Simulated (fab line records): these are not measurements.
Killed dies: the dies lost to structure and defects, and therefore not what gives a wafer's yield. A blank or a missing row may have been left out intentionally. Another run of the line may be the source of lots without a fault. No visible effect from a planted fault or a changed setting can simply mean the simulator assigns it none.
Chamber matching    flow sky130    rie-diel-02 running SKY_PASSIVATION_ETCH_11: 4 sister chambers
The step etches the open film in CF4/O2, stops on AlCu, target depth 725 nm, time 161.1 s. 8 wafers are shown with their chamber, then 7 later ones without.

## WAFERS PAIRED WITH THEIR CHAMBERS
wafer   chamber  drypump-motor-current-A (A)  oes-product-au (a.u.)
L078.1  2        6.03                         0.993
L079.1  3        5.99                         0.972
L079.6  3        5.99                         0.981
L084.2  0        6.04                         0.977
L084.5  1        5.91                         0.979
L084.6  2        6.01                         0.976
L087.1  1        5.90                         0.975
L087.3  0        6.03                         0.978

## WAFERS WITH NO CHAMBER GIVEN
wafer   drypump-motor-current-A (A)  oes-product-au (a.u.)
L087.4  6.01                         0.994
L089.1  6.08                         0.987
L089.2  6.04                         0.983
L089.5  6.07                         0.985
L096.3  6.03                         0.970
L096.4  6.05                         0.993
L096.5  6.05                         0.983

## THE CHAMBER EACH PASSED THROUGH
wafer   from the rows above           in truth
L087.4  can't be placed: 2 or 3 or 0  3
L089.1  can't be placed: 0 or 2       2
L089.2  can't be placed: 0 or 2       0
L089.5  can't be placed: 0 or 2       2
L096.3  can't be placed: 0 or 2       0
L096.4  can't be placed: 0 or 2       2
L096.5  can't be placed: 0 or 2       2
Correctly placed: 0 of 7. From these rows, 7 cannot be placed; in 7 the true chamber is one of the candidates. Wrongly placed: 0.
How it was worked out, from the rows above alone: a wafer's distance from a chamber is the root of the sum, over the readings, of the square of ((its reading less the chamber's mean) divided by the reading's scatter). The wafer belongs to the nearest chamber; if the next one is less than 2 further off, it can't be placed. Each chamber's mean is taken over the wafers shown for it. The scatter: take each reading less its chamber's mean, square it, sum over the shown wafers, divide by the number of wafers less the number of chambers, and take the root.
